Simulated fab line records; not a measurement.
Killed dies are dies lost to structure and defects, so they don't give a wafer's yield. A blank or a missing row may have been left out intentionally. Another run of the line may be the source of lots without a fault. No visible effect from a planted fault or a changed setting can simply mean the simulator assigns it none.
Chamber matching / flow sky130 / 4 sister chambers for SKY_FIELD_ISO_CMP_27 on cmp-02
The step polishes, stops on Si3N4, t overpolish 16 s, target thk 457.8 nm. 4 wafers are shown with their chamber, then 7 later ones without.

== EACH WAFER AND ITS CHAMBER ==
wafer=L512.3; chamber=1; motorCurrentA (A)=11.3
wafer=L512.5; chamber=0; motorCurrentA (A)=11.3
wafer=L516.1; chamber=2; motorCurrentA (A)=10.6
wafer=L516.2; chamber=3; motorCurrentA (A)=10.9

== WAFERS WITHOUT THEIR CHAMBER ==
wafer=L516.4; motorCurrentA (A)=11.4
wafer=L517.1; motorCurrentA (A)=11.8
wafer=L517.2; motorCurrentA (A)=11.1
wafer=L517.3; motorCurrentA (A)=11.1
wafer=L518.2; motorCurrentA (A)=11.2
wafer=L518.3; motorCurrentA (A)=9.8
wafer=L518.4; motorCurrentA (A)=10.5

== CHAMBER TAKEN BY EACH ==
wafer=L516.4; from the rows above=can't be placed: 0 or 1 or 3 or 2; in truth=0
wafer=L517.1; from the rows above=can't be placed: 0 or 1 or 3 or 2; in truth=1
wafer=L517.2; from the rows above=can't be placed: 3 or 0 or 1 or 2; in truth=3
wafer=L517.3; from the rows above=can't be placed: 3 or 0 or 1 or 2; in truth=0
wafer=L518.2; from the rows above=can't be placed: 0 or 1 or 3 or 2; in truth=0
wafer=L518.3; from the rows above=can't be placed: 2 or 3 or 0 or 1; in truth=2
wafer=L518.4; from the rows above=can't be placed: 2 or 3 or 0 or 1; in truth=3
Placed correctly: 0 of 7. Not placeable from these rows: 7 (in 7, the candidates include the true chamber). Number placed wrongly: 0.
How it was worked out, from the rows above alone: a wafer's distance from a chamber is the root of the sum, over the readings, of the square of ((its reading less the chamber's mean) divided by the reading's scatter). The wafer belongs to the nearest chamber; if the next one is less than 2 further off, it can't be placed. Each chamber's mean is taken over the wafers shown for it. The scatter: with one shown wafer a chamber, the root of the mean of the squares of how far each hidden wafer lies from its nearest shown one.
